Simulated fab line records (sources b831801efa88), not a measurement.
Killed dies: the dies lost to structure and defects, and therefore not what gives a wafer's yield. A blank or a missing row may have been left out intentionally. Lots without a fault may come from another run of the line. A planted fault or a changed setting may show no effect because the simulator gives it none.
Comparing a struck lot with a sound one ; flow sky130 ; 38 out of 708 route steps
Sound: these wafers, L897.1, L897.2, L897.6. The struck wafers were L908.5, L908.6. The cause is given at the end.
At each step with rows: each side's tool, then ch and its chambers, then its first start. Under that, the readings that differ: sound wafers ; struck wafers ; difference of the means ; sigmas: that difference in standard deviations of wafers without a fault.
alike: readings whose means differ by less than 2 such deviations, and words and numbers that are the same on both sides. not compared: withheld readings, readings that some wafer has no value for, bounds like >300 that may hide the same value, and numbers for which the record gives no deviation and whose values overlap.
The two part at a step that has a row with sigmas, a row that says differs or no value, or rows on one side only. Numbers that have no deviation but don't overlap get no sigmas and don't part them. A reading that every wafer of one side lacks parts them only if that side has two wafers or more.

first, 9 steps without rows for these wafers: SKY_VIA3_SPUTTER_20 (material TiN, target thk 20 nm, time 80 s); SKY_VIA3_CVD_21 (deposits W, target thk 390 nm, time 117.31 s); SKY_VIA3_CMP_24 (polishes, stops on SiO2, t overpolish 20 s, target thk 0 nm); SKY_METAL4_SPUTTER_00 (material Ti, target thk 15 nm, time 10 s); SKY_METAL4_SPUTTER_01 (material TiN, target thk 20 nm, time 16.7 s); SKY_METAL4_SPUTTER_02 (material AlCu, target thk 735 nm, time 39.1 s); SKY_METAL4_SPUTTER_03 (material Ti, target thk 5 nm, time 3.3 s); SKY_METAL4_SPUTTER_04 (material TiN, target thk 70 nm, time 58.3 s); SKY_CAP2M_CVD_00 (deposits SiO2, target thk 15.5 nm).
SKY_CAP2M_SPUTTER_02: material TiN, target thk 200 nm, time 166.7 s.
  struck on pvdSputter-04, day 44 17:18; sound on pvdSputter-04, day 41 13:16
reading;sound;struck;difference;sigmas
model.TiN_of_CAP2M_SPUTTER_02.thkNm (nm);200.8 201.4 200.8;182.4 184.3;-17.6;
  alike: cathodeDcPowerW, chamberPressurePa, throttleValvePct
SKY_CAP2M_RS_MEAS_03: the measuring method here is four-point-probe.
  struck on filmMetro-04, day 44 17:26; sound on filmMetro-02, day 41 13:23
reading;sound;struck;difference;sigmas
CAP2M_TIN_RS (ohm/sq);6.89 6.85 6.89;7.59 7.52;+0.68;+9
SKY_CAP2M_THK_MEAS_04: measures by xrf.
  struck on filmMetro-04, day 44 17:31; sound on filmMetro-02, day 41 13:30
reading;sound;struck;difference;sigmas
CAP2M_TIN_THK (nm);199.0 199.9 199.2;180.8 184.1;-16.9;-8
then, 7 steps without rows for these wafers: SKY_CAP2M_DEHYDRATE_05 (time 60 s); SKY_CAP2M_HMDS_06 (prime time 60 s); SKY_CAP2M_COAT_07 (resist thk 1140 nm); SKY_CAP2M_SOFTBAKE_08 (time 60 s); SKY_CAP2M_EXPOSE_09 (exposes mask CAP2M, target cd 1000 nm); SKY_CAP2M_PEB_10; SKY_CAP2M_DEVELOP_11 (develop time 60 s).
SKY_CAP2M_METAL_ETCH_13: etches TiN in Cl2/BCl3, stops on SiO2, target depth 220 nm, time 62.9 s.
  sound on rieMetal-03 ch 0,1, day 42 12:55; struck on rieMetal-02 ch 0, day 45 14:19
reading;sound;struck;difference;sigmas
oesProductAu (a.u.);0.946 0.944 0.942;0.892 0.897;-0.049;-7
throttleValvePct (%);21.889 21.894 21.895;21.920 21.917;+0.026;+3
  alike: drypumpMotorCurrentA, heBacksideLeakSccm, rfFwdPowerW
  not compared: rfHoursCounterH
then, 16 steps without rows for these wafers: SKY_CAP2M_STRIP_14 (strips in O2/N2); SKY_CAP2M_STRIP_15 (strips in post etch residue remover, time 1200 s); SKY_CAP2M_CLEAN_16 (cleans in IPA, time 180 s); SKY_CAP2M_CLEAN_17 (cleans in O3/DIW); SKY_METAL4_DEHYDRATE_05 (time 60 s); SKY_METAL4_HMDS_06 (prime time 60 s); SKY_METAL4_COAT_07 (resist thk 60 nm); SKY_METAL4_COAT_08 (resist thk 1140 nm); SKY_METAL4_SOFTBAKE_09 (time 90 s); SKY_METAL4_EXPOSE_10 (exposes mask MM4, target cd 300 nm); SKY_METAL4_PEB_11; SKY_METAL4_DEVELOP_12 (develop time 60 s); SKY_METAL4_DESCUM_15 (chemistry O2, time 8 s); SKY_METAL4_ETCH_16 (etches BARC in N2/H2, stops on SiO2, time 88.2 s, target depth 60 nm); SKY_METAL4_ETCH_17 (etches SiO2 in C4F8/O2/Ar, stops on TiN, time 3.9 s, target depth 15 nm); SKY_METAL4_METAL_ETCH_18 (etches the open film in Cl2/BCl3, stops on SiO2, target depth 845 nm, time 183.1 s).
SKY_METAL4_STRIP_20: strips in post etch residue remover, time 1200 s.
  sound on wetBench-03 ch 0, day 43 13:31; struck on wetBench-02 ch 2, day 46 12:16
reading;sound;struck;difference;sigmas
model.TiN_of_CAP2M_SPUTTER_02.thkNm (nm);200 200.6 199.9;181.6 183.5;-17.6;
  alike: bathHeatDutyPct
-- the record jumps here: 3 days lie between the struck wafers' starts before and after (it left off in module METAL4 and takes up again in module PAD_OPEN, whose first step shown is number 708 of the route) --
SKY_PAD_OPEN_PROBE_99:
  struck on prober-02, day 49 21:41; sound on prober-02, day 47 08:05
reading;sound;struck;difference;sigmas
model.etest.capMim2.plateOhmSq;5.978 5.913 5.943;6.632 6.579;+0.661;
  alike: defectLimitedYield, killed_at_M0_to_M3, killed_at_M4_up, killedAtContacts, killedAtFrontEnd, killedAtOther, killedDies, killedOpen, killedShort, sort_bin_3_pad_short, sort_bin_5_function, sort_bin_6_memory, sortNPass, sortYieldPct

## WHERE THEY PART
First at SKY_CAP2M_RS_MEAS_03; last, within this record, at SKY_CAP2M_METAL_ETCH_13. Later steps at which nothing parts them and some readings are alike: SKY_METAL4_STRIP_20, SKY_PAD_OPEN_PROBE_99.

WHY: what had been put in by the simulator
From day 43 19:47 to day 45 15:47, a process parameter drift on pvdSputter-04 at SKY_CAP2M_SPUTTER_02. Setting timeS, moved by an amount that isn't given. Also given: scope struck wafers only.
